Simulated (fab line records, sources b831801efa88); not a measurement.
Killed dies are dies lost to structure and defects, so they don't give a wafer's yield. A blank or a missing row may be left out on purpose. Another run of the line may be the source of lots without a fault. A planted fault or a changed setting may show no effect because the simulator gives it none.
Which of the tools did it? / flow gf180mcu / 7 lots (21 wafers sampled), 1 step of a 602-step route

== WHAT THE GAUGES READ, wafer by wafer ==
GF_M3_CD_MEAS_14 targets a cd of 280 nm.
lot=L879; measured=day 22 04:22; on=cd sem-01; cd nm (nm)=280.1 278.7 278.7
lot=L882; measured=day 22 18:40; on=cd sem-02; cd nm (nm)=280.6 280.4 280.3
lot=L887; measured=day 24 14:52; on=cd sem-01; cd nm (nm)=280.6 280.4 280.8
lot=L889; measured=day 25 08:05; on=cd sem-02; cd nm (nm)=279.9 279.1 278.7
lot=L891; measured=day 25 20:36; on=cd sem-02; cd nm (nm)=278.1 278.7 278.7
lot=L896; measured=day 27 12:58; on=cd sem-01; cd nm (nm)=278.8 279.1 278.1
lot=L901; measured=day 28 20:40; on=cd sem-02; cd nm (nm)=281.4 280.5 281.7

== WHAT TOOL EACH LOT RAN ON (gives the tool, then ch and the chambers of the sampled wafers, and finally the start) ==
The record shows no process step preceding these readings.

== THE ANSWER, worked out from the rows above alone ==
Rule: what is usual is taken from the lots themselves. Put in order of their means at a reading, lots are off if they are a third of the lots or fewer, leave a main group of 4 or more, and stand apart from it by a gap of 3 or more times the standard deviation of the main group's means; of several such gaps the widest counts. A main group whose means are all the same, to the digits that the tables above print for the reading, isn't used. Also off: a lot with no number at a reading for which 4 or more lots have one. All remaining lots with rows at the step are treated as sound.
None of the lots is off at any reading shown; this tells nothing.

== WHAT WAS PUT IN BY THE SIMULATOR ==
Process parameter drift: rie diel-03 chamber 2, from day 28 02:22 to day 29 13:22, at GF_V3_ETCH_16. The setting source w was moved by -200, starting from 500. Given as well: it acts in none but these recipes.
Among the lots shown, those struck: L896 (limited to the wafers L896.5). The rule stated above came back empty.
